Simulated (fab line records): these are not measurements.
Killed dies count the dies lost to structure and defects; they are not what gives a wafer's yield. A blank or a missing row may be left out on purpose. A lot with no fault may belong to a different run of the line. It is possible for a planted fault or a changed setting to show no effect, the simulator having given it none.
fab line records	flow sky130
[record] lots = 5	wafers = 15	last-day = 49
route steps=708 shown SD_P@327 RES_XHIGH@332 SD_N@342 SALICIDE@361 LI_CONTACT@362 PAD_OPEN@708
lots untouched by any fault: they come from a run of this same line in which no faults occurred
start-h: hours from the record's opening day to when the first of the lot's shown wafers began	wait-h: time in hours since the lot's previous step	" the same as in the row above	L1.1+2: one row covering several wafers at once	- no value present, or no start provided	* or withheld: withheld	< > ~ a bound
route shown NAME@n: NAME is a module with steps in the file, n the number in the route of the first one	usual: mean and standard deviation over wafers with no fault	same: alike in all rows	chamber/n: place in a boat	sites: per-site readings	_std_site: the values' standard deviation	_edge_site: inner sites' mean taken away from outer sites' mean	radius-mm: how far each site lies from the wafer's centre	mask NAME#n: copy n	behind: the most recent tool/chamber to have shaped the wafer	hold: why the lot was held/for how many hours/how that ended	device: transistor that didn't switch, given as n, p or np	end of line: the tests these same wafers got at the end of their route	step lacking rows: just its recipe	killed: dies lost to structure and defects at the first sort, not the wafer's yield	map: the dies of a wafer, with x for killed, . for not killed, _ for no die there
set.NAME: setting as actually run; set.NAME@STEP: the setting as run at that earlier step	model.NAME: the simulator's own value behind a step, which no gauge read
lots at some steps of the route; a table a step, a row a wafer
services: from which hour (start-h, from the record's first day; less than 0 if before it) a tool's chamber was out of use, for how many hours, and why
[[steps]]
[step SKY_SD_P_CD_MEAS_07]
[recipe] target-cd-nm = 380
[usual] cd-nm = 379.3/2.7
lot.wafer	tool	chamber	start-h	wait-h	cd-nm
L223.3	cd-sem-02	-	598.30	0.1	380.1
L223.5	"	-	"	"	380.9
L223.6	"	-	"	"	381.8
L225.2	cd-sem-01	-	621.89	0.1	377.4
L225.3	"	-	"	"	374.7
L225.6	"	-	"	"	377.3
L231.1	cd-sem-01	-	661.33	0.1	377.6
L231.4	"	-	"	"	376.4
L231.6	"	-	"	"	377.8
L240.2	cd-sem-01	-	730.45	0.1	381.7
L240.3	"	-	"	"	382.7
L240.6	"	-	"	"	382.1
L241.3	cd-sem-02	-	742.45	0.2	381.6
L241.5	"	-	"	"	380.7
L241.6	"	-	"	"	382.6
[step SKY_SD_P_OVL_MEAS_08]
[usual] SD_P_OVL = 0.7/1.3
lot.wafer	tool	chamber	start-h	wait-h	SD_P_OVL[nm]
L223.3	overlay-02	-	598.40	0.1	1.3
L223.5	"	-	"	"	0.6
L223.6	"	-	"	"	0.5
L225.2	overlay-01	-	622.00	0.1	1.7
L225.3	"	-	"	"	0.6
L225.6	"	-	"	"	1.4
L231.1	overlay-01	-	661.45	0.1	1.8
L231.4	"	-	"	"	0.7
L231.6	"	-	"	"	-0.1
L240.2	overlay-01	-	730.55	0.1	0.6
L240.3	"	-	"	"	1.0
L240.6	"	-	"	"	-0.1
L241.3	overlay-02	-	742.54	0.1	0.6
L241.5	"	-	"	"	0.2
L241.6	"	-	"	"	-1.3
[step SKY_SD_P_IMPLANT_09]
[recipe] species = BF2	energy-kev = 20	dose-cm2 = 3e+15	tilt-deg = 0
[step SKY_SD_P_STRIP_10]
[recipe] chemistry = O2/N2	power-w = 1400	pressure-mtorr = 1500	platen-temp-c = withheld	o2-flow-sccm = 3000	n2-flow-sccm = 300	overash-fraction = 0.5
[usual] drypump-motor-current-A = 5.85/0.23	oes-product-au = 0.618/0.0045	strip-time-to-endpoint-s = 17.50/0.035
lot.wafer	tool	chamber	start-h	wait-h	drypump-motor-current-A	oes-product-au	rf-hours-counter-h	strip-time-to-endpoint-s
L223.3	plasma-asher-04	1	598.60	0.1	5.89	0.613	-	17.52
L223.5	"	0	"	"	5.59	0.625	-	17.58
L223.6	"	1	"	"	5.90	0.617	-	17.56
L225.2	plasma-asher-04	1	622.18	0.1	5.91	0.611	19	17.54
L225.3	"	0	"	"	5.53	0.620	-	17.55
L225.6	"	1	"	"	5.90	0.617	-	17.53
L231.1	plasma-asher-04	1	661.63	0.1	5.90	0.619	23	17.50
L231.4	"	1	"	"	5.90	0.622	-	17.49
L231.6	"	1	"	"	5.91	0.619	-	17.46
L240.2	plasma-asher-04	0	730.73	0.1	5.60	0.622	31	17.55
L240.3	"	1	"	"	5.92	0.618	-	17.48
L240.6	"	0	"	"	5.57	0.621	-	17.44
L241.3	plasma-asher-03	1	742.75	0.1	5.76	0.616	-	17.53
L241.5	"	1	"	"	5.76	0.614	-	17.49
L241.6	"	0	"	"	6.15	0.614	-	17.48
[step SKY_SD_P_TW_MEAS_11]
[usual] SD_P_TW = 2822/46
lot.wafer	tool	chamber	start-h	wait-h	SD_P_TW
L223.3	film-metro-04	-	598.69	0.1	2896
L223.5	"	-	"	"	2883
L223.6	"	-	"	"	2860
L225.2	film-metro-02	-	622.29	0.1	2776
L225.3	"	-	"	"	2779
L225.6	"	-	"	"	2746
L231.1	film-metro-01	-	661.73	0.1	2809
L231.4	"	-	"	"	2805
L231.6	"	-	"	"	2828
L240.2	film-metro-04	-	730.84	0.1	2880
L240.3	"	-	"	"	2872
L240.6	"	-	"	"	2866
L241.3	film-metro-04	-	742.83	0.1	2881
L241.5	"	-	"	"	2891
L241.6	"	-	"	"	2881
[step SKY_RES_XHIGH_DEHYDRATE_00]
[recipe] temp-c = 200	time-s = 60
[step SKY_RES_XHIGH_HMDS_01]
[recipe] prime-time-s = 60	prime-temp-c = 120
[step SKY_RES_XHIGH_COAT_02]
[recipe] resist = NOVOLAK	spin-rpm = 3000	resist-thk-nm = 1140
[step SKY_RES_XHIGH_SOFTBAKE_03]
[recipe] temp-c = 90	time-s = 60	resist = NOVOLAK
[step SKY_RES_XHIGH_EXPOSE_04]
[recipe] mask-id = URPM	na = 0.6	source-shape = conventional	sigma-outer = 0.6	polarization = unpolarized	target-cd-nm = 1270	dose-mj = 140
[step SKY_RES_XHIGH_PEB_05]
[recipe] temp-c = withheld	time-s = *	resist = NOVOLAK
[step SKY_RES_XHIGH_DEVELOP_06]
[recipe] resist = NOVOLAK	developer = TMAH	develop-time-s = 60	dev-temp-c = 23
[step SKY_RES_XHIGH_IMPLANT_07]
[recipe] species = BF2	energy-kev = 20	dose-cm2 = 3.6e+14	tilt-deg = 0
[usual] beam-on-s = 41/3.7	faraday-current-uA = 499/47
lot.wafer	tool	chamber	start-h	wait-h	beam-on-s	faraday-current-uA
L223.3	implanter-04	0	627.78	0.1	44	464
L223.5	"	0	"	"	44	459
L223.6	"	0	"	"	43	467
L225.2	implanter-03	0	651.11	0.1	35	580
L225.3	"	0	"	"	36	565
L225.6	"	0	"	"	36	568
L231.1	implanter-04	0	689.56	0.1	44	465
L231.4	"	0	"	"	44	468
L231.6	"	0	"	"	43	470
L240.2	implanter-04	0	758.00	0.1	43	475
L240.3	"	0	"	"	43	469
L240.6	"	0	"	"	44	459
L241.3	implanter-04	0	769.84	0.1	45	451
L241.5	"	0	"	"	44	460
L241.6	"	0	"	"	44	462
[step SKY_RES_XHIGH_STRIP_08]
[recipe] chemistry = O2/N2	power-w = 1400	pressure-mtorr = 1500	platen-temp-c = withheld	o2-flow-sccm = 3000	n2-flow-sccm = 300	overash-fraction = 0.5
[usual] drypump-motor-current-A = 5.9/0.46	oes-product-au = 0.711/0.0042	strip-time-to-endpoint-s = 14.27/0.044
lot.wafer	tool	chamber	start-h	wait-h	drypump-motor-current-A	oes-product-au	rf-hours-counter-h	strip-time-to-endpoint-s
L223.3	plasma-asher-04	0	627.91	0.1	5.6	0.716	-	14.31
L223.5	"	0	"	"	5.6	0.707	-	14.29
L223.6	"	1	"	"	5.9	0.708	-	14.30
L225.2	plasma-asher-04	0	651.24	0.1	5.5	0.715	22	14.26
L225.3	"	1	"	"	5.9	0.712	-	14.27
L225.6	"	1	"	"	5.9	0.716	-	14.26
L231.1	plasma-asher-04	1	689.71	0.1	5.9	0.716	26	14.26
L231.4	"	0	"	"	5.6	0.723	-	14.28
L231.6	"	1	"	"	5.9	0.708	-	14.30
L240.2	plasma-asher-04	0	758.13	0.1	5.6	0.713	34	14.18
L240.3	"	1	"	"	5.9	0.701	-	14.23
L240.6	"	1	"	"	5.9	0.710	-	14.21
L241.3	plasma-asher-03	1	769.97	0.1	5.8	0.714	-	14.21
L241.5	"	1	"	"	5.8	0.712	-	14.19
L241.6	"	0	"	"	6.2	0.711	-	14.20
[step SKY_RES_XHIGH_TW_MEAS_09]
[usual] RES_XHIGH_TW = 1642/23
lot.wafer	tool	chamber	start-h	wait-h	RES_XHIGH_TW
L223.3	film-metro-01	-	628.00	0.1	1642
L223.5	"	-	"	"	1645
L223.6	"	-	"	"	1648
L225.2	film-metro-04	-	651.35	0.1	1675
L225.3	"	-	"	"	1674
L225.6	"	-	"	"	1660
L231.1	film-metro-04	-	689.81	0.1	1671
L231.4	"	-	"	"	1668
L231.6	"	-	"	"	1676
L240.2	film-metro-01	-	758.24	0.1	1637
L240.3	"	-	"	"	1631
L240.6	"	-	"	"	1626
L241.3	film-metro-04	-	770.06	0.1	1671
L241.5	"	-	"	"	1668
L241.6	"	-	"	"	1678
[step SKY_SD_N_DEHYDRATE_00]
[recipe] temp-c = 200	time-s = 60
[step SKY_SD_N_HMDS_01]
[recipe] prime-time-s = 60	prime-temp-c = 120
[step SKY_SD_N_COAT_02]
[recipe] resist = NOVOLAK	spin-rpm = 3000	resist-thk-nm = 1140
[step SKY_SD_N_SOFTBAKE_03]
[recipe] temp-c = 90	time-s = 60	resist = NOVOLAK
[step SKY_SD_N_EXPOSE_04]
[recipe] mask-id = NSDM	na = 0.6	source-shape = conventional	sigma-outer = 0.6	polarization = unpolarized	target-cd-nm = 380	dose-mj = 141
[step SKY_SD_N_PEB_05]
[recipe] temp-c = withheld	time-s = *	resist = NOVOLAK
[step SKY_SD_N_DEVELOP_06]
[recipe] resist = NOVOLAK	developer = TMAH	develop-time-s = 60	dev-temp-c = 23
[step SKY_SD_N_CD_MEAS_07]
[recipe] target-cd-nm = 380
[usual] cd-nm = 379.6/2.4
lot.wafer	tool	chamber	start-h	wait-h	cd-nm
L223.3	cd-sem-02	-	656.08	0.1	377.2
L223.5	"	-	"	"	376.8
L223.6	"	-	"	"	373.9
L225.2	cd-sem-02	-	679.51	0.1	377.7
L225.3	"	-	"	"	379.6
L225.6	"	-	"	"	377.3
L231.1	cd-sem-02	-	717.73	0.2	377.9
L231.4	"	-	"	"	375.5
L231.6	"	-	"	"	378.9
L240.2	cd-sem-02	-	784.94	0.1	382.3
L240.3	"	-	"	"	382.6
L240.6	"	-	"	"	381.2
L241.3	cd-sem-02	-	796.93	0.1	377.1
L241.5	"	-	"	"	379.8
L241.6	"	-	"	"	376.3
[step SKY_SD_N_OVL_MEAS_08]
[usual] SD_N_OVL = 1.3/1.6
lot.wafer	tool	chamber	start-h	wait-h	SD_N_OVL[nm]
L223.3	overlay-01	-	656.17	0.1	0.4
L223.5	"	-	"	"	2.2
L223.6	"	-	"	"	1.9
L225.2	overlay-01	-	679.61	0.1	1.9
L225.3	"	-	"	"	-0.4
L225.6	"	-	"	"	0.4
L231.1	overlay-01	-	717.85	0.1	2.1
L231.4	"	-	"	"	1.1
L231.6	"	-	"	"	1.2
L240.2	overlay-01	-	785.05	0.1	1.7
L240.3	"	-	"	"	1.2
L240.6	"	-	"	"	1.4
L241.3	overlay-01	-	797.02	0.1	2.5
L241.5	"	-	"	"	0.3
L241.6	"	-	"	"	0.7
[step SKY_SD_N_IMPLANT_09]
[recipe] species = As	energy-kev = 50	dose-cm2 = 4e+15	tilt-deg = 0
[step SKY_SD_N_IMPLANT_10]
[recipe] species = P	energy-kev = 20	dose-cm2 = 1e+14	tilt-deg = 0
[step SKY_SD_N_STRIP_11]
[recipe] chemistry = O2/N2	power-w = 1400	pressure-mtorr = 1500	platen-temp-c = withheld	o2-flow-sccm = 3000	n2-flow-sccm = 300	overash-fraction = 0.5
[usual] drypump-motor-current-A = 5.8/0.51	oes-product-au = 0.528/0.0043	strip-time-to-endpoint-s = 22.55/0.045
lot.wafer	tool	chamber	start-h	wait-h	drypump-motor-current-A	oes-product-au	rf-hours-counter-h	strip-time-to-endpoint-s
L223.3	plasma-asher-01	1	656.53	0.1	5.6	0.529	-	22.64
L223.5	"	1	"	"	5.6	0.529	-	22.59
L223.6	"	0	"	"	5.6	0.539	-	22.57
L225.2	plasma-asher-01	0	679.94	0.1	5.6	0.529	95	22.61
L225.3	"	1	"	"	5.6	0.528	-	22.62
L225.6	"	1	"	"	5.6	0.524	-	22.62
L231.1	plasma-asher-03	0	718.19	0.1	6.2	0.532	60	22.50
L231.4	"	1	"	"	5.8	0.531	-	22.58
L231.6	"	1	"	"	5.8	0.525	-	22.55
L240.2	plasma-asher-02	1	785.38	0.1	5.1	0.527	96	22.51
L240.3	"	1	"	"	5.1	0.524	-	22.56
L240.6	"	0	"	"	6.6	0.530	-	22.52
L241.3	plasma-asher-01	0	797.38	0.1	5.6	0.523	-	22.42
L241.5	"	0	"	"	5.6	0.522	-	22.47
L241.6	"	1	"	"	5.6	0.524	-	22.44
[step SKY_SD_N_TW_MEAS_12]
[usual] SD_N_TW = 3998/54
lot.wafer	tool	chamber	start-h	wait-h	SD_N_TW
L223.3	film-metro-01	-	656.61	0.1	3975
L223.5	"	-	"	"	3989
L223.6	"	-	"	"	3997
L225.2	film-metro-02	-	680.05	0.1	3884
L225.3	"	-	"	"	3928
L225.6	"	-	"	"	3918
L231.1	film-metro-01	-	718.29	0.1	4012
L231.4	"	-	"	"	4004
L231.6	"	-	"	"	4020
L240.2	film-metro-02	-	785.49	0.1	3939
L240.3	"	-	"	"	3927
L240.6	"	-	"	"	3927
L241.3	film-metro-04	-	797.46	0.1	4053
L241.5	"	-	"	"	4073
L241.6	"	-	"	"	4057
[step SKY_SD_N_CLEAN_13]
[recipe] chemistry = SC1/SC2	mix = 1:4:20	temp-c = 70	time-s = 150	dry = n2-spin
[step SKY_SD_N_RTA_14]
[recipe] temp-c = 1075	time-s = 2	idle-temp-c = 650	ramp-up-c-per-s = 150	ramp-down-c-per-s = 90	ambient = N2
[usual] anneal-temp-c-max = 1081.5/1	lamp-power-pct = 15.74/0.052	wafer_temp_C_max = 1078.1/1.5
[same] time-s = 2
lot.wafer	tool	chamber	start-h	wait-h	anneal-temp-c-max	lamp-power-pct	wafer_temp_C_max
L223.3	rtp-anneal-01	0	656.72	0.0	1081.4	15.61	1079.0
L223.5	"	0	"	"	1081.0	15.73	1077.8
L223.6	"	0	"	"	1080.7	15.79	1075.9
L225.2	rtp-anneal-01	0	680.17	0.0	1080.7	15.79	1077.2
L225.3	"	0	"	"	1081.5	15.73	1077.1
L225.6	"	0	"	"	1080.9	15.71	1076.5
L231.1	rtp-anneal-01	0	718.40	0.0	1079.7	15.77	1080.2
L231.4	"	0	"	"	1081.9	15.63	1076.6
L231.6	"	0	"	"	1079.3	15.78	1076.7
L240.2	rtp-anneal-02	0	785.60	0.0	1081.1	15.74	1077.1
L240.3	"	0	"	"	1083.5	15.70	1078.2
L240.6	"	0	"	"	1082.5	15.75	1076.3
L241.3	rtp-anneal-01	0	797.58	0.0	1081.8	15.77	1079.9
L241.5	"	0	"	"	1082.8	15.71	1082.1
L241.6	"	0	"	"	1080.0	15.79	1079.0
[step SKY_SD_N_RS_MEAS_16]
[recipe] thk-meas-gauge = four-point-probe
[usual] SD_N_RS = 68.55/0.11
lot.wafer	tool	chamber	start-h	wait-h	SD_N_RS[ohm/sq]
L223.3	film-metro-02	-	656.92	0.1	68.58
L223.5	"	-	"	"	68.48
L223.6	"	-	"	"	68.59
L225.2	film-metro-01	-	680.35	0.1	68.75
L225.3	"	-	"	"	68.50
L225.6	"	-	"	"	68.60
L231.1	film-metro-02	-	718.57	0.1	68.55
L231.4	"	-	"	"	68.57
L231.6	"	-	"	"	68.67
L240.2	film-metro-01	-	785.79	0.1	68.57
L240.3	"	-	"	"	68.61
L240.6	"	-	"	"	68.63
L241.3	film-metro-01	-	797.77	0.1	68.61
L241.5	"	-	"	"	68.61
L241.6	"	-	"	"	68.60
[step SKY_SD_N_RS_MEAS_17]
[recipe] thk-meas-gauge = four-point-probe
[usual] SD_P_RS = 147.1/0.33
lot.wafer	tool	chamber	start-h	wait-h	SD_P_RS[ohm/sq]
L223.3	film-metro-02	-	657.04	0.1	146.4
L223.5	"	-	"	"	146.7
L223.6	"	-	"	"	147.3
L225.2	film-metro-01	-	680.47	0.1	147.1
L225.3	"	-	"	"	147.0
L225.6	"	-	"	"	146.6
L231.1	film-metro-02	-	718.69	0.1	147.0
L231.4	"	-	"	"	147.0
L231.6	"	-	"	"	147.0
L240.2	film-metro-01	-	785.91	0.1	146.8
L240.3	"	-	"	"	147.8
L240.6	"	-	"	"	147.5
L241.3	film-metro-01	-	797.89	0.1	147.4
L241.5	"	-	"	"	147.2
L241.6	"	-	"	"	147.3
[step SKY_SD_N_RS_MEAS_18]
[recipe] thk-meas-gauge = four-point-probe
[usual] RES_XHIGH_RS = 333.3/0.91
lot.wafer	tool	chamber	start-h	wait-h	RES_XHIGH_RS[ohm/sq]
L223.3	film-metro-02	-	657.16	0.1	332.5
L223.5	"	-	"	"	332.3
L223.6	"	-	"	"	331.6
L225.2	film-metro-01	-	680.59	0.1	333.5
L225.3	"	-	"	"	333.6
L225.6	"	-	"	"	333.6
L231.1	film-metro-02	-	718.81	0.1	333.0
L231.4	"	-	"	"	335.6
L231.6	"	-	"	"	331.8
L240.2	film-metro-01	-	786.03	0.1	334.0
L240.3	"	-	"	"	332.6
L240.6	"	-	"	"	334.5
L241.3	film-metro-01	-	798.01	0.1	333.6
L241.5	"	-	"	"	332.0
L241.6	"	-	"	"	332.2
[step SKY_SALICIDE_CLEAN_00]
[recipe] chemistry = HF-last	time-s = 30	dilution = 100:1	dry = ipa-marangoni
[step SKY_LI_CONTACT_HDPCVD_00]
[recipe] material = PSG	target-thk-nm = 930	sigma-open-frac = 0.3	time-s = 155	temp-c = 600	sih4-flow-sccm = 60	pressure-mtorr = 6
[step SKY_LI_CONTACT_THK_MEAS_01]
[recipe] reads = PSG_of_LI_CONTACT_HDPCVD_00
[usual] LI_CONTACT_HDPCVD_THK = 930/10
lot.wafer	tool	chamber	start-h	wait-h	LI_CONTACT_HDPCVD_THK[nm]
L223.3	film-metro-04	-	657.38	0.1	914
L223.5	"	-	"	"	925
L223.6	"	-	"	"	921
L225.2	film-metro-01	-	680.84	0.1	942
L225.3	"	-	"	"	943
L225.6	"	-	"	"	940
L231.1	film-metro-01	-	719.05	0.1	925
L231.4	"	-	"	"	927
L231.6	"	-	"	"	929
L240.2	film-metro-04	-	786.26	0.1	944
L240.3	"	-	"	"	930
L240.6	"	-	"	"	939
L241.3	film-metro-02	-	798.23	0.1	932
L241.5	"	-	"	"	926
L241.6	"	-	"	"	917
[step SKY_LI_CONTACT_CMP_02]
[recipe] material = PSG	down-force-psi = 4	platen-rpm = 60	pad-velocity-m-s = 0.94248
[usual] motor-current-A = 12.0/0.84	retaining-ring-pressure-frac = 0.999/0.0052	slurry-flow-ml-min = 150.0/0.45	time-to-endpoint-s = 33/3
lot.wafer	tool	chamber	start-h	wait-h	motor-current-A	retaining-ring-pressure-frac	slurry-flow-ml-min	time-to-endpoint-s
L223.3	cmp-02	1	657.47	0.1	11.4	0.991	150.0	29
L223.6	"	0	"	"	12.8	0.998	150.5	34
L223.5	"	1	"	"	11.8	1.006	150.0	31
L225.3	cmp-01	1	680.89	0.0	11.5	0.988	150.1	33
L225.2	"	2	"	"	12.2	0.994	150.0	35
L225.6	"	1	"	"	11.4	0.999	149.7	33
L231.4	cmp-01	1	719.11	0.0	11.1	1.002	149.8	35
L231.1	"	3	"	"	11.9	1.001	150.1	38
L231.6	"	1	"	"	11.1	1.007	150.0	34
L240.3	cmp-02	3	786.36	0.1	10.6	0.998	149.6	37
L240.2	"	0	"	"	12.7	0.996	149.8	34
L240.6	"	3	"	"	10.4	0.996	148.9	35
L241.3	cmp-02	2	798.27	0.0	12.5	0.995	149.5	37
L241.5	"	2	"	"	12.7	0.995	149.5	34
L241.6	"	3	"	"	10.3	1.006	149.6	37
[step SKY_LI_CONTACT_BOW_MEAS_03]
[recipe] mode = bow
[usual] LI_CONTACT_BOW = 57/6.9
lot.wafer	tool	chamber	start-h	wait-h	LI_CONTACT_BOW[um]
L223.3	film-metro-02	-	657.76	0.2	46
L223.5	"	-	"	"	53
L223.6	"	-	"	"	58
L225.2	film-metro-02	-	681.21	0.2	57
L225.3	"	-	"	"	59
L225.6	"	-	"	"	55
L231.1	film-metro-04	-	719.41	0.1	59
L231.4	"	-	"	"	58
L231.6	"	-	"	"	58
L240.2	film-metro-04	-	786.63	0.2	56
L240.3	"	-	"	"	72
L240.6	"	-	"	"	73
L241.3	film-metro-04	-	798.61	0.3	55
L241.5	"	-	"	"	60
L241.6	"	-	"	"	57
[step SKY_LI_CONTACT_DEHYDRATE_04]
[recipe] temp-c = 200	time-s = 60
[step SKY_LI_CONTACT_HMDS_05]
[recipe] prime-time-s = 60	prime-temp-c = 120
[step SKY_LI_CONTACT_COAT_06]
[recipe] resist = BARC	temp-c = withheld	time-s = withheld	spin-rpm = 3000	resist-thk-nm = 60
[step SKY_PAD_OPEN_PROBE_99]
[usual] killed_at_M0_to_M3 = 43/7.3	killed_at_M4_up = 3.1/1.7	killed-at-contacts = 25/5.3	killed-at-front-end = 14/4.1	killed-at-other = 0.3/0.56	killed-dies = 85/9.4	killed-open = 46/7.4	killed-short = 38/5.8
[same] gross-dies = 492	killed-at-back-side = 0
lot.wafer	tool	chamber	start-h	wait-h	killed_at_M0_to_M3	killed_at_M4_up	killed-at-contacts	killed-at-front-end	killed-at-other	killed-dies	killed-open	killed-short	model.etest.res-xhigh-po.rs-ohm-sq-range
L223.3	prober-02	-	1083.95	0.2	45	5	29	14	0	93	54	39	80.41
L223.5	prober-02	-	1084.05	0.2	41	5	17	10	1	74	47	27	74.26
L223.6	prober-02	-	1084.10	0.2	49	5	21	13	1	89	56	33	56.54
L225.2	prober-01	-	1102.56	0.1	50	1	26	17	0	94	50	44	130.1
L225.3	prober-01	-	1102.61	0.2	45	2	34	11	0	92	56	36	163.5
L225.6	prober-01	-	1102.76	0.2	37	4	30	15	0	86	57	29	152.8
L231.1	prober-02	-	1131.04	0.1	41	2	27	10	0	80	37	43	77.95
L231.4	prober-02	-	1131.19	0.2	49	6	17	12	0	84	40	44	315
L231.6	prober-02	-	1131.29	0.2	43	1	27	8	0	79	46	33	105
L240.2	prober-01	-	1176.14	0.1	50	1	27	23	1	102	52	50	60.88
L240.3	prober-01	-	1176.19	0.2	44	5	32	14	0	95	47	47	50.3
L240.6	prober-01	-	1176.34	0.2	41	5	30	20	0	96	56	40	41.25
L241.3	prober-02	-	1181.58	0.2	46	0	29	17	0	92	57	35	101.3
L241.5	prober-02	-	1181.68	0.2	33	3	32	16	0	84	42	42	85.6
L241.6	prober-02	-	1181.73	0.2	48	1	36	18	0	103	68	35	93.51
// killed by level:class
L223.3 CONTACT:geometric-particle:open=13 VIA1:geometric-particle:open=13 VIA3:geometric-particle:open=8 METAL1:geometric-particle:short=7 FIELD_ISO:geometric-particle:open=5 LI_CONTACT:geometric-particle:open=5 CONTACT:geometric-particle:short=5 POLY_GATE:geometric-particle:open=3
L223.5 VIA1:geometric-particle:open=15 LI_CONTACT:geometric-particle:open=7 CONTACT:geometric-particle:open=5 VIA3:geometric-particle:open=5 VIA2:geometric-particle:open=4 METAL1:geometric-particle:short=4 METAL2:geometric-particle:short=4 POLY_GATE:geometric-particle:open=3
L223.6 VIA1:geometric-particle:open=15 VIA2:geometric-particle:open=8 VIA3:geometric-particle:open=8 LI_CONTACT:geometric-particle:open=7 CONTACT:geometric-particle:open=6 METAL1:geometric-particle:short=5 POLY_GATE:geometric-particle:short=4 METAL2:geometric-particle:short=4
L225.2 VIA1:geometric-particle:open=14 CONTACT:geometric-particle:open=10 METAL1:geometric-particle:short=6 VIA1:geometric-particle:short=6 VIA2:geometric-particle:open=6 VIA3:geometric-particle:short=6 FIELD_ISO:geometric-particle:open=5 LI_CONTACT:geometric-particle:short=5
L225.3 LI_CONTACT:geometric-particle:open=14 VIA3:geometric-particle:open=10 VIA1:geometric-particle:short=7 VIA1:geometric-particle:open=7 LI_CONTACT:geometric-particle:short=6 VIA2:geometric-particle:open=6 CONTACT:geometric-particle:open=5 CONTACT:geometric-particle:short=4
L225.6 CONTACT:geometric-particle:open=11 LI_CONTACT:geometric-particle:open=10 VIA1:geometric-particle:open=10 VIA3:geometric-particle:open=7 METAL1:geometric-particle:short=5 FIELD_ISO:geometric-particle:open=4 POLY_GATE:geometric-particle:open=4 VIA2:geometric-particle:open=4
L231.1 VIA2:geometric-particle:open=10 VIA3:geometric-particle:open=8 LI_CONTACT:geometric-particle:open=6 CONTACT:geometric-particle:open=6 CONTACT:geometric-particle:short=6 METAL1:geometric-particle:short=5 POLY_GATE:geometric-particle:short=4 LI_CONTACT:geometric-particle:short=4
L231.4 METAL1:geometric-particle:short=10 METAL3:geometric-particle:short=6 VIA2:geometric-particle:open=6 VIA3:geometric-particle:open=6 LI_CONTACT:geometric-particle:open=5 CONTACT:geometric-particle:open=5 VIA1:geometric-particle:short=5 VIA1:geometric-particle:open=5
L231.6 METAL1:geometric-particle:short=10 LI_CONTACT:geometric-particle:open=9 CONTACT:geometric-particle:open=7 LOCAL_INTERCONNECT:geometric-particle:short=7 VIA3:geometric-particle:open=7 VIA1:geometric-particle:open=5 VIA2:geometric-particle:open=5 FIELD_ISO:geometric-particle:open=4
L240.2 VIA1:geometric-particle:open=14 POLY_GATE:geometric-particle:short=10 METAL2:geometric-particle:short=10 CONTACT:geometric-particle:open=10 LI_CONTACT:geometric-particle:open=7 FIELD_ISO:geometric-particle:short=6 VIA1:geometric-particle:short=6 VIA3:geometric-particle:open=6
L240.3 CONTACT:geometric-particle:open=10 VIA1:geometric-particle:open=8 POLY_GATE:geometric-particle:short=7 LOCAL_INTERCONNECT:geometric-particle:short=7 VIA3:geometric-particle:open=7 LI_CONTACT:geometric-particle:open=6 METAL2:geometric-particle:short=6 CONTACT:geometric-particle:short=6
L240.6 VIA1:geometric-particle:open=16 CONTACT:geometric-particle:open=16 FIELD_ISO:geometric-particle:short=8 LOCAL_INTERCONNECT:geometric-particle:short=6 VIA3:geometric-particle:open=6 METAL2:geometric-particle:short=6 POLY_GATE:geometric-particle:open=4 VIA2:geometric-particle:open=4
L241.3 VIA2:geometric-particle:open=11 CONTACT:geometric-particle:open=11 VIA3:geometric-particle:open=9 VIA1:geometric-particle:open=8 LI_CONTACT:geometric-particle:open=8 POLY_GATE:geometric-particle:short=7 POLY_GATE:geometric-particle:open=5 METAL1:geometric-particle:short=5
L241.5 CONTACT:geometric-particle:short=9 CONTACT:geometric-particle:open=9 LI_CONTACT:geometric-particle:open=7 VIA3:geometric-particle:open=6 VIA1:geometric-particle:open=6 METAL2:geometric-particle:short=6 FIELD_ISO:geometric-particle:short=4 METAL1:geometric-particle:short=4
L241.6 CONTACT:geometric-particle:open=18 VIA2:geometric-particle:open=13 VIA1:geometric-particle:open=9 LI_CONTACT:geometric-particle:open=8 METAL2:geometric-particle:short=8 FIELD_ISO:geometric-particle:open=7 VIA3:geometric-particle:short=5 METAL1:geometric-particle:short=4
[[services]]
tool	chamber	start-h	hours	kind
cmp-01	-	585.00	1.0	repair
plasma-asher-03	-	589.92	9.5	repair
plasma-asher-03	-	596.00	1.1	repair
plasma-asher-04	-	615.37	1.3	repair
plasma-asher-02	-	625.77	25.5	repair
plasma-asher-04	-	633.65	2.2	repair
cmp-01	-	656.48	4.2	pm
plasma-asher-01	-	658.80	6.4	repair
cmp-01	-	663.98	0.5	repair
plasma-asher-04	-	672.88	0.8	repair
cmp-01	-	676.59	1.6	repair
implanter-04	-	681.96	5.8	pm
plasma-asher-02	-	691.11	3.1	repair
rtp-anneal-01	-	700.45	2.7	pm
cmp-01	-	707.69	4.5	repair
cmp-02	-	725.80	3.7	repair
plasma-asher-01	-	733.75	9.0	pm
implanter-04	-	734.91	0.5	repair
cmp-01	-	744.11	4.0	pm
cmp-01	-	747.65	1.1	repair
plasma-asher-03	-	753.02	3.6	repair
cmp-01	-	761.06	4.8	pm
cmp-02	-	762.19	2.6	repair
plasma-asher-04	-	775.43	4.1	repair
[[key]]
first-sign none at tools or gauges
[model-effect] step = SKY_PAD_OPEN_PROBE_99	value = etest.res-xhigh-po.rs-ohm-sq-range	without = 111.2	struck = 315
met-at SKY_RES_XHIGH_IMPLANT_07
struck-wafers L231.4
tester-left-out L231
onset-between 627.78 689.56
[fault] kind = process-parameter-drift	tool = implanter-04	chamber = -	onset-h = 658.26	steps = SKY_RES_XHIGH_IMPLANT_07	channel = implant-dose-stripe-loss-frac	offset = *	shape = step	end-h = 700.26	scope = struck-wafers-only
// tester-left-out: of these lots the tester's yield and bins aren't shown, on N5 and GAA mostly nor the transistor test; their killed dies are dies lost to structure and defects alone, not to doping, threshold or leakage, so they don't give the yield
